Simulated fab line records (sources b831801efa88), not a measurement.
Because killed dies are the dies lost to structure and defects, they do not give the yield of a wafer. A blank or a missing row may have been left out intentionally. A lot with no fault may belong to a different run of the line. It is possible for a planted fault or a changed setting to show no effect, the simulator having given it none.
Comparing a struck lot with a sound one / flow sky130 / 14 out of 708 route steps
Sound: these wafers, L112.1, L112.4, L112.5. Wafers struck: L125.2, L125.3, L125.5. Last of all comes the cause.
Order at every step that has rows: each side's tool, ch and its chambers, its first start. Under that, the readings that differ: sound wafers / struck wafers / difference of the means / sigmas: that difference in standard deviations of wafers without a fault.
alike: words and numbers the same on both sides, and readings whose means are apart by under 2 such deviations; not compared: readings that were withheld, readings missing a value for some wafer, numbers with overlapping values and no deviation given by the record, and bounds like >300 which may hide the same value.
The two part at a step that has a row with sigmas, a row that says differs or no value, or rows on one side only. Non-overlapping numbers with no deviation appear without sigmas and do not part them. A reading missing from all wafers of one side parts the sides only when that side holds two or more wafers.

first, 4 steps without rows for these wafers: SKY_VIA3_SOFTBAKE_08 (time 90 s); SKY_VIA3_EXPOSE_09 (exposes mask VIM3, target cd 200 nm); SKY_VIA3_PEB_10; SKY_VIA3_DEVELOP_11 (develop time 60 s).
SKY_VIA3_CD_MEAS_12: the cd target is 200 nm.
  sound on cd_sem-02 at day 39 16:34; struck on cd_sem-01 at day 43 19:14
  alike: cd_nm
SKY_VIA3_OVL_MEAS_13:
  sound on overlay-02 at day 39 16:41; struck on overlay-01 at day 43 19:21
  alike: VIA3_OVL
SKY_VIA3_ETCH_14: etches BARC in N2/H2, stops on SiO2, time 45.9 s, target depth 60 nm.
  sound on rie_diel-03 ch 0,2, day 39 16:43; struck on rie_diel-03 ch 1,2, day 43 19:23
  alike: drypump_motor_current_A, oes_product_au, throttle_valve_pct
  not compared: rf_hours_counter_h
SKY_VIA3_ETCH_15: etches SiO2 in C4F8/O2/Ar, stops on TiN, target depth 507 nm, time 78 s.
  sound on rie_diel-03 ch 0,2, day 39 16:46; struck on rie_diel-03 ch 1,2, day 43 19:25
  alike: oes_product_au
  not compared: rf_hours_counter_h
SKY_VIA3_STRIP_16: strips in O2/N2.
  sound on plasma_asher-03 ch 0,1, day 39 16:49; struck on plasma_asher-04 ch 0,1, day 43 19:29
  alike: drypump_motor_current_A, oes_product_au, strip_time_to_endpoint_s
  not compared: rf_hours_counter_h
then, 3 steps without rows for these wafers: SKY_VIA3_STRIP_17 (strips in post etch residue remover, time 1200 s); SKY_VIA3_CLEAN_18 (cleans in IPA, time 180 s); SKY_VIA3_CLEAN_19 (cleans in O3/DIW).
SKY_VIA3_SPUTTER_20: material TiN, target thk 20 nm, time 80 s.
  sound on pvd_sputter-03 at day 39 17:25; struck on pvd_sputter-03 at day 43 20:04
reading=model.TiN_of_VIA3_SPUTTER_20.thk_nm (nm); sound=20.03 20.41 20.4; struck=29.42 29.34 29.4; difference=+9.11; sigmas=
  alike: throttle_valve_pct
SKY_VIA3_CVD_21: deposits W, target thk 390 nm, time 117.31 s.
  sound on cvd_w-01 ch 0,1, day 39 17:28; struck on cvd_w-02 ch 0,1, day 43 20:08
  alike: chamber_pressure_Torr, heater_power_w

== WHERE THEY PART ==
Nowhere in this record.

WHY: what the simulator had put in
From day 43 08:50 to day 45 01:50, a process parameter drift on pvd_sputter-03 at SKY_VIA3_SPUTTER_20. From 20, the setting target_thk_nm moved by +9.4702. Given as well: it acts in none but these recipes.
